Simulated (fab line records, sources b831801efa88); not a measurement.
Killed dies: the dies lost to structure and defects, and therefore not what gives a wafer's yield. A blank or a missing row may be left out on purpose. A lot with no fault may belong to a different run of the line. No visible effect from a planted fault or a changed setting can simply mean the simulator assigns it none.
Which tool was responsible? + flow gf180mcu + 7 lots with 21 wafers sampled at 2 steps, on a route of 602 steps

## WHAT THE GAUGES READ, wafer by wafer
GF_LVPWELL_OVL_MEAS_07.
| lot  | measured    | on         | LVPWELL_OVL (nm) |
|------|-------------|------------|------------------|
| L772 | day 4 00:26 | overlay-01 | -0.3 0.4 -0.4    |
| L775 | day 4 19:56 | overlay-02 | 2.1 3.5 1.8      |
| L777 | day 5 05:56 | overlay-01 | -2.6 -0.3 1.1    |
| L779 | day 5 17:43 | overlay-01 | -2.5 -2.8 -1.1   |
| L787 | day 7 16:17 | overlay-02 | 0.5 -1.2 0.3     |
| L792 | day 8 15:56 | overlay-02 | -0.7 -1.5 -1.0   |
| L794 | day 9 10:58 | overlay-02 | 0.4 2.2 0.8      |

## WHICH TOOL RAN EACH LOT (tool, then ch and the chambers of the sampled wafers, then the start)
| lot  | GF_DNWELL_STRIP_08                 |
|------|------------------------------------|
| L772 | plasmaAsher-02 ch 0,1, day 2 23:11 |
| L775 | plasmaAsher-01 ch 0,1, day 3 17:19 |
| L777 | plasmaAsher-03 ch 0, day 4 02:07   |
| L779 | plasmaAsher-03 ch 0,1, day 4 13:49 |
| L787 | plasmaAsher-02 ch 0,1, day 6 10:13 |
| L792 | plasmaAsher-03 ch 0, day 7 09:05   |
| L794 | plasmaAsher-02 ch 0,1, day 8 01:22 |
- GF_DNWELL_STRIP_08: strips in O2/N2.

## THE ANSWER, worked out from the rows above alone
Rule: the lots themselves supply what counts as usual. Put in order of their means at a reading, lots are off if they are a third of the lots or fewer, leave a main group of 4 or more, and stand apart from it by a gap of 3 or more times the standard deviation of the main group's means; of several such gaps the widest counts. Not used: any main group whose means are identical at the precision the tables above print for the reading. Also off: a lot with no number at a reading for which 4 or more lots have one. The other lots that the step has rows for count as sound.
Nothing can be told from this: no lot is off at any reading shown.

## WHAT THE SIMULATOR HAD PUT IN
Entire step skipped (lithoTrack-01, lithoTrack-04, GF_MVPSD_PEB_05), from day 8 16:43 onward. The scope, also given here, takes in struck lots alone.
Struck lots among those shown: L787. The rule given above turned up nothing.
